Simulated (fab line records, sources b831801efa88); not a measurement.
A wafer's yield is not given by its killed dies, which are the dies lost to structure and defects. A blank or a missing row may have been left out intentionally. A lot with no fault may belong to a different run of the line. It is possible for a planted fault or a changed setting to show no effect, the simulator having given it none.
The tool behind it: which one? | flow sfq_line | at 1 step of a route of 325, 14 lots with 42 wafers sampled

== WHAT EACH GAUGE READ, for each wafer ==
The record holds no reading of a measuring or inspecting step that can be judged against a usual standard deviation.

== TOOL THAT RAN EACH LOT (tool first, then ch and the chambers of the sampled wafers, then the start) ==
lot  | SFQ_TRILAYER_R5_ETCH_METAL_ETCH_139
L456 | rie_metal-02 ch 0,1, day 62 13:55
L457 | rie_metal-04 ch 0,1, day 62 15:07
L458 | rie_metal-03 ch 0,1, day 63 00:43
L460 | rie_metal-03 ch 0,1, day 65 09:58
L461 | rie_metal-04 ch 0,1, day 65 11:08
L465 | rie_metal-03 ch 0,1, day 66 14:05
L466 | rie_metal-02 ch 0,1, day 66 15:17
L468 | rie_metal-02 ch 0,1, day 67 00:44
L473 | rie_metal-04 ch 0,1, day 67 22:43
L474 | rie_metal-02 ch 0,1, day 71 15:03
L475 | rie_metal-02 ch 0,1, day 71 17:28
L476 | rie_metal-03 ch 0,1, day 71 19:51
L477 | rie_metal-02 ch 0,1, day 71 21:03
L478 | rie_metal-02 ch 0,1, day 71 22:15
- SFQ_TRILAYER_R5_ETCH_METAL_ETCH_139: etches the open film in Cl2, stops on SiO2, target depth 60 nm, time 40 s.

== WHAT THE TOOLS THEMSELVES READ (means of the sampled wafers that have a number; where no wafer has one, the mark that the record gives instead) ==
SFQ_TRILAYER_R5_ETCH_METAL_ETCH_139. Usual: drypump_motor_current_A 6.3 A, standard deviation 0.47; oes_product_au 0.989 a.u., standard deviation 0.0052.
lot  | tool         | drypump_motor_current_A (A) | oes_product_au (a.u.) | flag
L456 | rie_metal-02 | 6.7                         | 0.992                 |
L457 | rie_metal-04 | 5.9                         | 0.990                 |
L458 | rie_metal-03 | 6.0                         | 0.984                 |
L460 | rie_metal-03 | 6.0                         | 0.988                 |
L461 | rie_metal-04 | 6.0                         | 0.987                 |
L465 | rie_metal-03 | 6.0                         | 0.987                 |
L466 | rie_metal-02 | 6.7                         | 0.943                 | OFF
L468 | rie_metal-02 | 6.7                         | 0.901                 | OFF
L473 | rie_metal-04 | 5.8                         | 0.992                 |
L474 | rie_metal-02 | 6.5                         | 0.987                 |
L475 | rie_metal-02 | 6.7                         | 0.993                 |
L476 | rie_metal-03 | 5.7                         | 0.990                 |
L477 | rie_metal-02 | 6.7                         | 0.988                 |
L478 | rie_metal-02 | 6.7                         | 0.987                 |

== THE ANSWER, worked out from the rows above alone ==
Rule: take the mean of a lot's wafers that have a number; if it is more than 3 standard deviations from the usual mean, the lot is off. A lot without any number at a reading at which 4 lots or more have one is off too. Where the step has rows for the other lots, those lots are counted as sound. Order of review: gauges by route order, followed by the tools' own readings, for which a lot's mean as printed above is used. The first step at which some lot is off is used, and at that step the reading that is off furthest; a lot without a number counts as furthest.
Off at SFQ_TRILAYER_R5_ETCH_METAL_ETCH_139 (oes_product_au): L466, L468.
A tool fits if, at that step or a process step before it, it ran every lot that is off, and no sound lot after the first of them. Not one of the candidates tried fits.

== WHAT THE SIMULATOR PUT IN ==
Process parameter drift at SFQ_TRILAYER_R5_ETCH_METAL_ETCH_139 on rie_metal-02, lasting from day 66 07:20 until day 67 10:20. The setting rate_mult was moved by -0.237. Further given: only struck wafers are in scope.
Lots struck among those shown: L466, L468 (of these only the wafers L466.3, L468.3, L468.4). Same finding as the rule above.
